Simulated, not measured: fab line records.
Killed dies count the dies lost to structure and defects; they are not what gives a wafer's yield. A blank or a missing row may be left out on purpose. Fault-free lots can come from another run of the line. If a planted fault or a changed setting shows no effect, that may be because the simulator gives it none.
fab line records	flow sky130
record lots=15	wafers=42	last-day=50
route steps=708 shown LDD_HVN@276 LDD_HVP@288 RES_XHIGH@339 LI_CONTACT@364
lots that met no fault: from a run of the same line without faults
start-h: hours from the record's first day to the start of the lot's first wafer shown	wait-h: hours from the lot's prior step to this one	" as in the row above	L1.1+2: several wafers, shown together as one row	- no value present, or no start provided	* or withheld: withheld	< > ~ a bound
route shown NAME@n: names a module that has steps shown in the file, with the first one's number in the route	usual: mean and standard deviation over wafers with no fault	same: alike in all rows	chamber/n: place in a boat	sites: each site's reading	_std_site: how widely they spread, as a standard deviation	_edge_site: inner sites' mean taken away from outer sites' mean	radius-mm: for every site, how far away it sits from the centre of the wafer	mask NAME#n: copy n	behind: tool/chamber where the wafer was last shaped	hold: cause of the lot's hold/its duration in hours/its outcome	device: the transistor (n, p or np) that didn't switch	end of line: tests run on the same wafers once the route is complete	a step with no rows: only its recipe	killed: dies lost to structure and defects at the first sort, not the wafer's yield	map: the dies of a wafer, with x for killed, . for not killed, _ for no die there
set.NAME: the setting as run; set.NAME@STEP: as run at that earlier step	model.NAME: the simulator's own value behind a step, which no gauge read
a sample of lots followed through the steps of the route, with each step as a table and each wafer as a row
services: the hour from which a tool's chamber was out of use, counted from the record's first day as start-h (under 0 if before that day), plus the number of hours and why
## steps
# step SKY_LDD_HVN_STRIP_09
# recipe chemistry=O2/N2	power-w=1400	pressure-mtorr=1500	platen-temp-c=withheld	o2-flow-sccm=3000	n2-flow-sccm=300	overash-fraction=0.5
# usual drypump-motor-current-A=6.0/0.37	oes-product-au=0.409/0.0045	strip-time-to-endpoint-s=4.138/0.015
lot.wafer	tool	chamber	start-h	wait-h	drypump-motor-current-A	oes-product-au	rf-hours-counter-h	strip-time-to-endpoint-s
L177.1	plasma-asher-03	0	461.27	0.1	6.5	0.414	77	4.134
L177.4	"	1	"	"	5.9	0.406	-	4.139
L177.5	"	1	"	"	5.9	0.399	-	4.130
L178.3	plasma-asher-02	0	467.75	0.1	5.9	0.412	-	4.165
L178.4	"	1	"	"	6.0	0.406	-	4.137
L178.5	"	0	"	"	5.9	0.412	-	4.146
L179.3	plasma-asher-02	1	484.75	0.1	6.0	0.402	-	4.112
L179.4	"	0	"	"	6.0	0.413	-	4.120
L179.6	"	0	"	"	5.9	0.413	-	4.146
L180.1	plasma-asher-03	0	488.84	0.1	6.5	0.414	81	4.141
L180.4	"	1	"	"	5.9	0.410	-	4.132
L180.6	"	0	"	"	6.5	0.407	-	4.152
L182.2	plasma-asher-01	1	504.89	0.1	5.3	0.407	36	4.151
L182.4	"	1	"	"	5.3	0.405	-	4.142
L182.5	"	0	"	"	5.2	0.415	-	4.161
L183.1	plasma-asher-03	1	521.19	0.1	5.9	0.406	84	4.138
L183.2	"	0	"	"	6.5	0.414	84	4.147
L183.3	"	1	"	"	5.9	0.407	-	4.146
L184.1	plasma-asher-02	1	532.12	0.1	6.0	0.402	10	4.123
L184.2	"	0	"	"	5.9	0.404	10	4.103
L184.6	"	0	"	"	5.9	0.409	-	4.125
L185.1	plasma-asher-03	0	534.52	0.1	6.5	0.412	85	4.144
L185.4	"	1	"	"	5.9	0.401	-	4.135
L185.6	"	1	"	"	5.9	0.415	-	4.137
L187.1	plasma-asher-02	0	552.09	0.1	5.9	0.407	13	4.125
L187.5	"	0	"	"	5.9	0.408	-	4.133
L187.6	"	1	"	"	6.0	0.409	-	4.143
L191.1	plasma-asher-02	0	595.17	0.1	5.9	0.413	17	4.159
L191.3	"	1	"	"	6.0	0.407	-	4.132
L194.1	plasma-asher-03	0	613.37	0.1	6.5	0.407	93	4.140
L194.6	"	1	"	"	5.9	0.412	-	4.141
L195.1	plasma-asher-03	0	628.04	0.1	6.5	0.409	94	4.122
L195.3	"	0	"	"	6.5	0.408	-	4.133
L198.4	plasma-asher-02	0	646.17	0.1	5.9	0.415	-	4.151
L198.5	"	1	"	"	6.0	0.407	-	4.128
L198.6	"	0	"	"	5.9	0.412	-	4.121
L199.2	plasma-asher-01	1	655.82	0.1	5.3	0.410	51	4.151
L199.4	"	0	"	"	5.3	0.408	-	4.146
L199.6	"	1	"	"	5.3	0.411	-	4.156
L200.1	plasma-asher-01	0	667.72	0.1	5.2	0.410	52	4.133
L200.4	"	1	"	"	5.3	0.406	-	4.106
L200.5	"	0	"	"	5.2	0.410	-	4.118
# step SKY_LDD_HVP_TW_MEAS_10
# usual LDD_HVP_TW=462/3.1
lot.wafer	tool	chamber	start-h	wait-h	LDD_HVP_TW
L177.1	film-metro-01	-	492.02	0.1	460
L177.4	"	-	"	"	463
L177.5	"	-	"	"	465
L178.3	film-metro-03	-	498.19	0.1	463
L178.4	"	-	"	"	465
L178.5	"	-	"	"	462
L179.3	film-metro-04	-	515.74	0.1	458
L179.4	"	-	"	"	455
L179.6	"	-	"	"	458
L180.1	film-metro-04	-	519.92	0.1	457
L180.4	"	-	"	"	457
L180.6	"	-	"	"	458
L182.2	film-metro-03	-	535.83	0.1	463
L182.4	"	-	"	"	460
L182.5	"	-	"	"	462
L183.1	film-metro-01	-	551.17	0.1	463
L183.2	"	-	"	"	463
L183.3	"	-	"	"	463
L184.1	film-metro-01	-	562.12	0.1	462
L184.2	"	-	"	"	464
L184.6	"	-	"	"	466
L185.1	film-metro-04	-	563.67	0.1	459
L185.4	"	-	"	"	455
L185.6	"	-	"	"	458
L187.1	film-metro-03	-	581.92	0.1	463
L187.5	"	-	"	"	466
L187.6	"	-	"	"	463
L191.1	film-metro-03	-	625.12	0.1	459
L191.3	"	-	"	"	459
L194.1	film-metro-04	-	643.42	0.1	458
L194.6	"	-	"	"	456
L195.1	film-metro-03	-	657.22	0.1	462
L195.3	"	-	"	"	464
L198.4	film-metro-01	-	675.65	0.1	465
L198.5	"	-	"	"	462
L198.6	"	-	"	"	466
L199.2	film-metro-03	-	684.48	0.1	464
L199.4	"	-	"	"	466
L199.6	"	-	"	"	467
L200.1	film-metro-01	-	696.87	0.1	462
L200.4	"	-	"	"	461
L200.5	"	-	"	"	462
# step SKY_RES_XHIGH_IMPLANT_07
# recipe species=BF2	energy-kev=20	dose-cm2=3.6e+14	tilt-deg=0
# usual beam-on-s=38.1/1.3	faraday-current-uA=532/18
# same implant-ion-amu=49
lot.wafer	tool	chamber	start-h	wait-h	beam-on-s	faraday-current-uA
L177.1	implanter-01	0	615.83	0.1	36.5	556
L177.4	"	0	"	"	36.2	560
L177.5	"	0	"	"	37.5	539
L178.3	implanter-02	0	619.39	0.1	38.8	524
L178.4	"	0	"	"	39.7	515
L178.5	"	0	"	"	38.5	524
L179.3	implanter-02	0	637.98	0.1	39.2	520
L179.4	"	0	"	"	39.1	518
L179.6	"	0	"	"	39.7	512
L180.1	implanter-01	0	640.49	0.1	37.0	546
L180.4	"	0	"	"	35.5	571
L180.6	"	0	"	"	36.0	564
L182.2	implanter-03	0	655.16	0.1	39.0	521
L182.4	"	0	"	"	38.4	528
L182.5	"	0	"	"	38.6	525
L183.1	implanter-02	0	670.23	0.1	39.9	508
L183.2	"	0	"	"	39.5	514
L183.3	"	0	"	"	39.2	519
L184.1	implanter-02	0	680.38	0.1	38.3	532
L184.2	"	0	"	"	40.0	509
L184.6	"	0	"	"	39.3	519
L185.1	implanter-03	0	683.08	0.1	38.4	527
L185.4	"	0	"	"	38.8	522
L185.6	"	0	"	"	37.7	537
L187.1	implanter-01	0	700.29	0.1	36.9	551
L187.5	"	0	"	"	36.8	552
L187.6	"	0	"	"	36.2	561
L191.1	implanter-02	0	742.53	0.1	31.9	636
L191.3	"	0	"	"	30.8	657
L194.1	implanter-02	0	758.98	0.1	31.8	641
L194.6	"	0	"	"	38.3	529
L195.1	implanter-02	0	770.18	0.1	31.5	643
L195.3	"	0	"	"	32.7	619
L198.4	implanter-01	0	788.56	0.1	38.5	525
L198.5	"	0	"	"	36.3	562
L198.6	"	0	"	"	36.6	555
L199.2	implanter-01	0	796.56	0.1	36.5	554
L199.4	"	0	"	"	35.1	576
L199.6	"	0	"	"	37.2	547
L200.1	implanter-03	0	809.28	0.1	39.6	513
L200.4	"	0	"	"	37.6	539
L200.5	"	0	"	"	38.0	536
# step SKY_RES_XHIGH_TW_MEAS_09
# usual RES_XHIGH_TW=1644/15
lot.wafer	tool	chamber	start-h	wait-h	RES_XHIGH_TW
L177.1	film-metro-03	-	616.08	0.1	1666
L177.4	"	-	"	"	1662
L177.5	"	-	"	"	1659
L178.3	film-metro-03	-	619.61	0.1	1665
L178.4	"	-	"	"	1667
L178.5	"	-	"	"	1662
L179.3	film-metro-04	-	638.20	0.1	1640
L179.4	"	-	"	"	1648
L179.6	"	-	"	"	1637
L180.1	film-metro-03	-	640.74	0.1	1650
L180.4	"	-	"	"	1661
L180.6	"	-	"	"	1655
L182.2	film-metro-02	-	655.39	0.1	1628
L182.4	"	-	"	"	1629
L182.5	"	-	"	"	1634
L183.1	film-metro-02	-	670.48	0.1	1626
L183.2	"	-	"	"	1631
L183.3	"	-	"	"	1621
L184.1	film-metro-02	-	680.63	0.1	1622
L184.2	"	-	"	"	1623
L184.6	"	-	"	"	1624
L185.1	film-metro-04	-	683.33	0.1	1640
L185.4	"	-	"	"	1641
L185.6	"	-	"	"	1644
L187.1	film-metro-03	-	700.54	0.1	1664
L187.5	"	-	"	"	1652
L187.6	"	-	"	"	1669
L191.1	film-metro-04	-	742.78	0.1	1536
L191.3	"	-	"	"	1549
L194.1	film-metro-03	-	759.23	0.1	1545
L194.6	"	-	"	"	1655
L195.1	film-metro-02	-	770.43	0.1	1528
L195.3	"	-	"	"	1519
L198.4	film-metro-04	-	788.76	0.1	1638
L198.5	"	-	"	"	1629
L198.6	"	-	"	"	1639
L199.2	film-metro-03	-	796.79	0.1	1654
L199.4	"	-	"	"	1661
L199.6	"	-	"	"	1660
L200.1	film-metro-03	-	809.53	0.1	1671
L200.4	"	-	"	"	1660
L200.5	"	-	"	"	1653
# step SKY_SD_N_RS_MEAS_18
# recipe thk-meas-gauge=four-point-probe
# usual RES_XHIGH_RS=333.4/1.3
lot.wafer	tool	chamber	start-h	wait-h	RES_XHIGH_RS[ohm/sq]
L177.1	film-metro-03	-	646.11	0.1	333.7
L177.4	"	-	"	"	333.6
L177.5	"	-	"	"	333.5
L178.3	film-metro-03	-	649.75	0.1	334.3
L178.4	"	-	"	"	333.0
L178.5	"	-	"	"	333.5
L179.3	film-metro-03	-	667.32	0.1	333.7
L179.4	"	-	"	"	333.5
L179.6	"	-	"	"	334.4
L180.1	film-metro-04	-	669.93	0.1	331.7
L180.4	"	-	"	"	331.5
L180.6	"	-	"	"	332.3
L182.2	film-metro-02	-	684.34	0.1	332.4
L182.4	"	-	"	"	333.1
L182.5	"	-	"	"	333.8
L183.1	film-metro-02	-	700.00	0.1	334.5
L183.2	"	-	"	"	336.0
L183.3	"	-	"	"	335.1
L184.1	film-metro-02	-	709.53	0.1	333.3
L184.2	"	-	"	"	333.9
L184.6	"	-	"	"	333.0
L185.1	film-metro-04	-	712.87	0.1	332.4
L185.4	"	-	"	"	331.5
L185.6	"	-	"	"	332.3
L187.1	film-metro-04	-	728.98	0.1	335.3
L187.5	"	-	"	"	335.3
L187.6	"	-	"	"	335.4
L191.1	film-metro-04	-	771.02	0.1	397.1
L191.3	"	-	"	"	395.5
L194.1	film-metro-04	-	786.63	0.1	395.0
L194.6	"	-	"	"	333.8
L195.1	film-metro-02	-	797.37	0.1	396.1
L195.3	"	-	"	"	395.9
L198.4	film-metro-03	-	816.39	0.1	333.6
L198.5	"	-	"	"	332.7
L198.6	"	-	"	"	333.0
L199.2	film-metro-02	-	824.09	0.1	333.0
L199.4	"	-	"	"	333.3
L199.6	"	-	"	"	334.4
L200.1	film-metro-02	-	835.78	0.1	333.5
L200.4	"	-	"	"	333.5
L200.5	"	-	"	"	334.4
# step SKY_LI_CONTACT_CMP_02
# recipe material=PSG	down-force-psi=4	platen-rpm=60	pad-velocity-m-s=0.94248
# usual edge-zone-pressure-frac=1.000/0.0052	head-pressure-psi=4.002/0.0082	motor-current-A=11.8/0.97	time-to-endpoint-s=33.6/2.3
lot.wafer	tool	chamber	start-h	wait-h	edge-zone-pressure-frac	head-pressure-psi	motor-current-A	time-to-endpoint-s
L177.4	cmp-02	3	646.51	0.1	1.001	4.004	12.0	34.9
L177.1	"	0	"	"	1.002	3.992	10.7	37.5
L177.5	"	1	"	"	0.989	4.011	12.5	37.7
L178.4	cmp-02	2	650.06	0.1	0.995	3.993	11.9	36.4
L178.3	"	0	"	"	1.001	3.998	10.4	36.5
L178.5	"	2	"	"	1.001	4.013	11.4	34.8
L179.3	cmp-02	2	667.58	0.0	1.006	4.010	11.6	35.7
L179.4	"	0	"	"	1.009	4.005	10.6	37.5
L179.6	"	2	"	"	0.998	4.000	11.5	36.6
L180.4	cmp-02	0	670.33	0.1	1.006	4.002	10.6	36.3
L180.1	"	1	"	"	1.003	4.007	12.2	33.6
L180.6	"	2	"	"	1.000	4.002	12.1	33.2
L182.4	cmp-01	2	684.62	0.0	1.005	3.984	11.4	32.8
L182.2	"	3	"	"	1.003	3.991	13.8	34.2
L182.5	"	3	"	"	0.996	3.995	13.2	34.4
L183.2	cmp-01	2	700.30	0.0	0.999	3.999	11.7	29.8
L183.1	"	0	"	"	1.005	3.999	11.3	28.3
L183.3	"	1	"	"	1.005	3.992	11.1	29.5
L184.2	cmp-01	0	709.88	0.1	0.993	4.008	11.3	32.2
L184.1	"	1	"	"	1.012	4.012	10.2	31.1
L184.6	"	0	"	"	0.995	3.995	11.3	29.3
L185.4	cmp-01	0	713.22	0.1	0.997	4.001	11.3	31.4
L185.1	"	2	"	"	0.999	4.005	10.9	33.8
L185.6	"	3	"	"	0.999	4.016	14.1	33.1
L187.1	cmp-01	2	729.33	0.1	1.003	3.983	11.5	38.1
L187.6	"	1	"	"	1.006	4.009	10.4	37.7
L187.5	"	2	"	"	1.000	3.997	11.7	37.0
L191.3	cmp-02	3	771.32	0.0	1.003	4.012	12.7	32.2
L191.1	"	2	"	"	1.002	4.003	11.5	36.5
L194.1	cmp-01	1	786.98	0.1	0.999	4.001	11.0	30.7
L194.6	"	1	"	"	0.994	3.992	10.6	32.0
L195.1	cmp-02	0	797.67	0.1	1.001	4.002	10.3	32.1
L195.3	"	1	"	"	0.997	3.999	12.3	33.1
L198.4	cmp-02	3	816.63	0.0	1.003	3.985	12.1	30.0
L198.6	"	3	"	"	1.002	3.993	12.1	37.0
L198.5	"	0	"	"	0.991	4.000	10.1	33.3
L199.2	cmp-02	0	824.37	0.0	1.006	3.996	10.9	37.2
L199.4	"	1	"	"	0.998	4.009	12.7	31.6
L199.6	"	1	"	"	1.003	4.013	12.6	33.1
L200.4	cmp-01	3	836.08	0.0	0.996	4.000	13.9	31.9
L200.1	"	0	"	"	0.997	3.990	11.1	34.0
L200.5	"	0	"	"	0.990	3.995	11.2	32.1
## services
tool	chamber	start-h	hours	kind
plasma-asher-02	-	445.38	0.4	repair
cmp-02	-	459.46	3.9	repair
cmp-02	-	506.92	1.1	repair
plasma-asher-02	-	511.75	2.8	pm
cmp-02	-	526.00	1.7	repair
cmp-02	-	532.40	0.8	repair
cmp-02	-	550.61	6.0	repair
cmp-01	-	557.31	0.3	repair
cmp-02	-	572.00	4.0	pm
implanter-02	-	587.14	2.0	repair
cmp-02	-	639.32	0.7	repair
cmp-01	-	646.24	5.2	pm
cmp-02	-	687.92	4.6	pm
cmp-01	-	690.04	0.7	repair
cmp-02	-	742.97	2.0	repair
cmp-01	-	745.95	0.4	repair
cmp-01	-	747.32	4.0	pm
implanter-02	-	776.17	3.9	pm
cmp-02	-	778.22	2.4	repair
cmp-01	-	793.64	0.8	repair
cmp-02	-	812.36	0.7	repair
cmp-02	-	813.61	0.7	repair
cmp-02	-	818.84	4.5	repair
cmp-02	-	829.30	10.2	pm
## key
first-sign step=SKY_RES_XHIGH_IMPLANT_07	reading=faraday-current-uA	direction=up	sigmas=6.1	usual=532	struck=639
effect step=SKY_RES_XHIGH_IMPLANT_07	reading=beam-on-s	direction=down	sigmas=5.1	usual=38.1	struck=31.8
effect step=SKY_RES_XHIGH_TW_MEAS_09	reading=RES_XHIGH_TW	direction=down	sigmas=7.2	usual=1644	struck=1535
effect step=SKY_SD_N_RS_MEAS_18	reading=RES_XHIGH_RS	direction=up	sigmas=50	usual=333.4	struck=395.9
met-at SKY_RES_XHIGH_IMPLANT_07
struck-lots L191,L194,L195
struck-wafers L191.1,L191.3,L194.1,L195.1,L195.3
sort-left-out L191.1,L191.3
tester-left-out L191,L194,L195
not-acting-at SKY_LDD_HVN_STRIP_09,SKY_LDD_HVP_TW_MEAS_10,SKY_LI_CONTACT_CMP_02
onset-between 680.38 742.53
fault kind=process-parameter-drift	tool=implanter-02	chamber=-	onset-h=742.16	steps=SKY_RES_XHIGH_IMPLANT_07	channel=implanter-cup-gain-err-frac	offset=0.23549	shape=step	end-h=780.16	scope=struck-wafers-only
# tester-left-out: of these lots the tester's yield and bins aren't shown, on N5 and GAA mostly nor the transistor test; their killed dies are dies lost to structure and defects alone, not to doping, threshold or leakage, so they don't give the yield
# sort-left-out: the simulated sort isn't trusted on such a fault, so these wafers' sort isn't shown, and their yield isn't known
